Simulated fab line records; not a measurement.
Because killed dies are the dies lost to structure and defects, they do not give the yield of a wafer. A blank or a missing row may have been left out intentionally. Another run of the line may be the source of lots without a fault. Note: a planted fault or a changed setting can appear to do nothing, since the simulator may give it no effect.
2 desks, one fault    flow gf180mcu    only its own numbers are on each desk; what lay behind them is given at the end

== TOOL OWNER'S DESK, pvd-sputter-03 ==
The tool's own readings at GF_TOP_METAL_SPUTTER_02 (material AlCu, target thk 900 nm, time 47.82 s): means of the sampled wafers that have a number, for each lot that ran on this tool. Any lot whose mean is over 4 standard deviations away from the usual mean is out of limits and marked OUT; that distance is given in the brackets.
Columns: A = throttle-valve-pct at GF_TOP_METAL_SPUTTER_02, usual 30.0 %
lot   first seen here  A
L491  day 28 18:34     30.1
L494  day 29 19:37     30.2
L507  day 33 05:03     30.6
L509  day 33 20:01     30.1
This desk's verdict: no lot among the 4 shows anything out of limits.

== AT THE METROLOGY DESK ==
What the gauges read for every lot (on any tool): the sampled wafers with a number, averaged. Any lot whose mean is over 4 standard deviations away from the usual mean is out of limits and marked OUT; that distance is given in the brackets.
Columns: A = V3_CVD_00_THK at GF_V3_THK_MEAS_01, usual 603 nm; B = cd-nm at GF_V3_CD_MEAS_14, usual 260.2 nm; C = TOP_METAL_ALCU_RS at GF_TOP_METAL_RS_MEAS_05, usual 0.03262 ohm/sq; D = TOP_METAL_ALCU_THK at GF_TOP_METAL_THK_MEAS_06, usual 914 nm
lot   first seen here  A    B      C                   D
L486  day 21 07:02     595  259.5  0.03282             908
L491  day 23 03:55     604  258.5  0.03270             914
L494  day 24 10:32     602  259.6  0.03414 (+5.1) OUT  870 (-4.5) OUT
L499  day 26 05:01     612  259.8  0.03250             913
L501  day 26 18:55     606  259.0  0.03257             916
L505  day 27 21:31     593  260.6  0.03281             911
L506  day 28 06:14     606  260.2  0.03250             915
L507  day 28 11:35     606  260.7  0.03219             926
L508  day 28 16:49     595  259.4  0.03291             910
L509  day 29 03:45     596  261.9  0.03217             918
Finding of this desk: L494 out of limits, first seen on L494 at day 29 19:43 (TOP_METAL_ALCU_RS at GF_TOP_METAL_RS_MEAS_05). L486, L491, L499, L501, L505, L506, L507, L508, L509 stayed within limits.

== PUT TOGETHER ==
L494 would have let the metrology desk raise an alarm at day 29 19:43.
Nothing out of limits was seen by the tool owner's desk.
Tool owner's desk: L494 on record, inside its limits.
The lots listed all ran GF_TOP_METAL_SPUTTER_02 on pvd-sputter-03.

== WHAT THE SIMULATOR PUT IN ==
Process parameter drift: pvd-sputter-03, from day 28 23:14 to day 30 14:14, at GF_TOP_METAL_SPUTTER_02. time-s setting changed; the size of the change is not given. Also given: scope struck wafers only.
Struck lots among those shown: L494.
Per desk, hours elapsed from the start of the fault to the first reading out of limits: for the metrology desk, 20.
